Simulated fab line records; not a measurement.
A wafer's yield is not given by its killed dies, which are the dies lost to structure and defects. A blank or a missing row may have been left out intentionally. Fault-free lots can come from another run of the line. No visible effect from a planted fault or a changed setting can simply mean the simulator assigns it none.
A struck lot beside a sound one    flow gf180mcu    15 out of 602 route steps
Sound: the wafers L945.1, L945.4, L945.5. Struck: wafer L936.4. (L936.3 of the same lot was not struck and is left out.) The cause comes at the end.
Order at every step that has rows: each side's tool, ch and its chambers, its first start. Under that, the readings that differ: sound wafers    struck wafers    difference of the means    sigmas: that difference in standard deviations of wafers without a fault.
alike: readings whose means differ by less than 2 such deviations, and words and numbers that are the same on both sides. not compared: withheld readings, readings that some wafer has no value for, bounds like >300 that may hide the same value, and numbers for which the record gives no deviation and whose values overlap.
A row with sigmas, a row that says differs or no value, or rows on one side alone: a step with any of these is where the two part. Numbers that have no deviation but don't overlap get no sigmas and don't part them. A reading missing from all wafers of one side parts the sides only when that side holds two or more wafers.

GF_HV_LDD_RS_MEAS_53: the measuring method here is four-point-probe.
  sound on film-metro-03 at day 18 08:50; struck on film-metro-02 at day 15 07:22
  alike: HV_LDD_RS
then, 1 step without rows for these wafers: GF_HV_LDD_CVD_54 (deposits SiO2 from TEOS, target thk 10 nm, time 75 s).
GF_HV_LDD_THK_MEAS_55:
  sound on film-metro-01 at day 18 09:58; struck on film-metro-03 at day 15 08:31
  alike: HV_LDD_CVD_54_THK
then, 1 step without rows for these wafers: GF_HV_LDD_CVD_56 (deposits Si3N4 from DCS/NH3, target thk 90 nm, time 1543 s).
GF_HV_LDD_THK_MEAS_57:
  sound on film-metro-03 at day 18 11:28; struck on film-metro-01 at day 15 10:01
  alike: HV_LDD_CVD_56_THK
GF_HV_LDD_ETCHBACK_58: etches Si3N4 in CH3F/O2, stops on SiO2, time 100 s, target depth 90 nm.
  sound on rie-diel-03 ch 0,1,2, day 18 11:31; struck on rie-diel-03 ch 2, day 15 10:03
  alike: drypump-motor-current-A, oes-product-au, throttle-valve-pct
  not compared: rf-hours-counter-h
then, 6 steps without rows for these wafers: GF_NSD_DEHYDRATE_00 (time 60 s); GF_NSD_HMDS_01 (prime time 60 s); GF_NSD_COAT_02 (resist thk 1000 nm); GF_NSD_SOFTBAKE_03 (time 60 s); GF_NSD_EXPOSE_04 (exposes mask Nplus, target cd 400 nm); GF_NSD_PEB_05.
GF_NSD_DEVELOP_06: develop time 60 s.
  sound on litho-track-04 ch 0, day 19 11:50; struck on litho-track-03 ch 0, day 16 06:55
GF_NSD_CD_MEAS_07 targets a cd of 400 nm.
  sound on cd-sem-02 at day 19 11:59; struck on cd-sem-01 at day 16 07:04
reading     sound              struck  difference  sigmas
cd-nm (nm)  402.2 402.5 404.0  370.9   -32.0       -14
GF_NSD_OVL_MEAS_08:
  sound on overlay-02 at day 19 12:07; struck on overlay-01 at day 16 07:09
  alike: NSD_OVL

## WHERE THEY PART
Only at GF_NSD_CD_MEAS_07, within this record. Later steps at which nothing parts them and some readings are alike: GF_NSD_OVL_MEAS_08.

WHY: whatever the simulator had introduced
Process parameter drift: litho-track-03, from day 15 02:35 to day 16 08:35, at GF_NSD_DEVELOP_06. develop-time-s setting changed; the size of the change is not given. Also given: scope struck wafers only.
